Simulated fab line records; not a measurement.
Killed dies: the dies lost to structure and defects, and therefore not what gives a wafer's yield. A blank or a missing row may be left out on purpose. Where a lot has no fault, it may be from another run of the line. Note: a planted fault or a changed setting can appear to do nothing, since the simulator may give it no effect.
Which of the tools did it? ; flow sky130 ; 11 lots with 33 wafers sampled at 4 steps, on a route of 708 steps

WHAT THE GAUGES SHOWED, per wafer
SKY_CAPM_THK_MEAS_01.
lot;measured;on;CAPM_CVD_00_THK (nm)
L655;day 36 21:58;film_metro-02;15.44 15.71 15.45
L658;day 37 15:13;film_metro-02;15.50 15.35 15.47
L657;day 37 18:37;film_metro-02;15.21 15.53 16.15
L659;day 37 21:05;film_metro-03;15.16 15.38 15.52
L660;day 38 06:34;film_metro-02;15.62 15.54 15.55
L661;day 38 13:44;film_metro-03;15.40 15.11 15.28
L664;day 39 11:46;film_metro-03;15.61 15.30 15.38
L666;day 40 01:07;film_metro-02;15.07 15.46 15.73
L669;day 40 19:55;film_metro-02;15.34 15.12 15.44
L676;day 42 21:39;film_metro-01;15.47 5.81 5.67 15.52 5.80 5.63
L677;day 43 00:43;film_metro-01;15.17 15.67 5.76 15.15 15.64 5.77

WHAT TOOL EACH LOT RAN ON (gives the tool, then ch and the chambers of the sampled wafers, and finally the start)
lot;SKY_METAL1_STRIP_20;SKY_VIA1_ETCH_14;SKY_CAPM_CVD_00
L655;plasma_asher-03 ch 1, day 33 09:15;rie_diel-01 ch 0,2,3, day 34 12:42;pecvd-01 ch 0,2, day 36 21:57
L658;plasma_asher-04 ch 0,1, day 34 02:30;rie_diel-01 ch 0,1,2, day 35 06:08;pecvd-01 ch 0,1,2, day 37 15:11
L657;plasma_asher-03 ch 0,1, day 34 05:01;rie_diel-02 ch 0,1,3, day 35 09:01;pecvd-03 ch 0,1,2, day 37 18:34
L659;plasma_asher-01 ch 0,1, day 34 08:29;rie_diel-03 ch 2,3, day 35 11:24;pecvd-01 ch 0,1, day 37 21:04
L660;plasma_asher-04 ch 0,1, day 34 19:21;rie_diel-03 ch 1,2,3, day 35 22:38;pecvd-03 ch 0,1,2, day 38 06:32
L661;plasma_asher-04 ch 0,1, day 35 01:14;rie_diel-02 ch 0,2,3, day 36 04:32;pecvd-02 ch 0,1,2, day 38 13:43
L664;plasma_asher-01 ch 0,1, day 36 01:06;rie_diel-02 ch 0,2, day 37 04:28;pecvd-02 ch 0,1,2, day 39 11:44
L666;plasma_asher-03 ch 0,1, day 36 14:45;rie_diel-03 ch 1,3, day 37 17:22;pecvd-01 ch 0,1, day 40 01:05
L669;plasma_asher-04 ch 0,1, day 37 09:55;rie_diel-02 ch 0,1,3, day 38 13:19;pecvd-01 ch 0,1, day 40 19:53
L676;plasma_asher-01 ch 0,1, day 39 14:46;rie_diel-01 ch 0,1,2, day 40 16:51;pecvd-01 ch 0,2, day 42 21:37
L677;plasma_asher-01 ch 0,1, day 39 18:03;rie_diel-03 ch 0,1,3, day 40 19:33;pecvd-01 ch 0,1,2, day 43 00:41
- SKY_METAL1_STRIP_20: strips in O2/N2.
- SKY_VIA1_ETCH_14: etches BARC in N2/H2, stops on SiO2, time 45.9 s, target depth 60 nm.
- SKY_CAPM_CVD_00: deposits SiO2, target thk 15.5 nm.

THE ANSWER, worked out from the rows above alone
Rule: usual is defined by the lots themselves. Put in order of their means at a reading, lots are off if they are a third of the lots or fewer, leave a main group of 4 or more, and stand apart from it by a gap of 3 or more times the standard deviation of the main group's means; of several such gaps the widest counts. A main group whose means are all the same, to the digits that the tables above print for the reading, isn't used. Also off: a lot with no number at a reading for which 4 or more lots have one. All remaining lots with rows at the step are treated as sound.
Off: at SKY_CAPM_THK_MEAS_01 (CAPM_CVD_00_THK), L676, L677. For the main group the mean is 15.44 nm and the standard deviation 0.12.
A tool fits if, at a process step before that reading, it ran every lot that is off, and no sound lot after the first of them. Gauges at SKY_CAPM_THK_MEAS_01: tried the same way as those tools. Can't be told from this: 3 tools fit, plasma_asher-01 at SKY_METAL1_STRIP_20, pecvd-01 at SKY_CAPM_CVD_00, film_metro-01 at SKY_CAPM_THK_MEAS_01.

WHAT THE SIMULATOR PUT IN
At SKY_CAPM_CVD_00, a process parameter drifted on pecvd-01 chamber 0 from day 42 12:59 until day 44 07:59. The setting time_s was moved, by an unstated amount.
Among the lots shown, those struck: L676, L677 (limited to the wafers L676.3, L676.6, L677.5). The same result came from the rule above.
